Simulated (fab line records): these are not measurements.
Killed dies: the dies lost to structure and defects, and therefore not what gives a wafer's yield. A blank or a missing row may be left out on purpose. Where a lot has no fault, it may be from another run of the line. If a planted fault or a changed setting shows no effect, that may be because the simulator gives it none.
Which tool did it? -- flow gf180mcu -- at 1 step of a route of 602, 12 lots with 36 wafers sampled

WHAT THE GAUGES SHOWED, per wafer
GF_MVSD_OVL_MEAS_07.
lot,measured,on,MVSD_OVL (nm)
L075,day 4 15:12,overlay-02,1.7 2.2 3.1
L077,day 5 04:35,overlay-02,2.9 2.4 1.7
L079,day 5 15:40,overlay-01,-1.2 0.5 0.6
L081,day 6 01:02,overlay-02,-0.9 -1.6 -1.1
L083,day 6 15:02,overlay-02,-0.6 -1.8 -0.1
L085,day 7 03:00,overlay-01,-1.8 -0.9 0.0
L087,day 7 16:11,overlay-01,-2.2 -1.9 -1.6
L089,day 8 02:26,overlay-01,-2.7 0.6 1.2
L091,day 8 12:38,overlay-01,-2.5 -3.4 -0.9
L093,day 8 22:37,overlay-02,0.7 1.5 0.8
L095,day 9 11:13,overlay-01,-0.7 -1.5 -3.0
L097,day 9 23:04,overlay-01,2.0 1.0 -0.5

WHICH TOOL RAN EACH LOT (tool, then ch and the chambers of the sampled wafers, then the start)
There is no process step in the record ahead of these readings.

THE ANSWER, worked out from the rows above alone
Rule: what is usual is taken from the lots themselves. The widest of any qualifying gaps counts: lots, ordered by their means at a reading, are off when they make up no more than a third of the lots, leave a main group of 4 or more, and stand apart from it by 3 or more times the standard deviation of that group's means. If all means in a main group match to the digits the tables above print for the reading, that group is not used. Also off: a lot with no number at a reading for which 4 or more lots have one. The other lots that the step has rows for count as sound.
Across all readings shown, no lot is off: no conclusion can be drawn from this.

WHAT THE SIMULATOR HAD INSERTED
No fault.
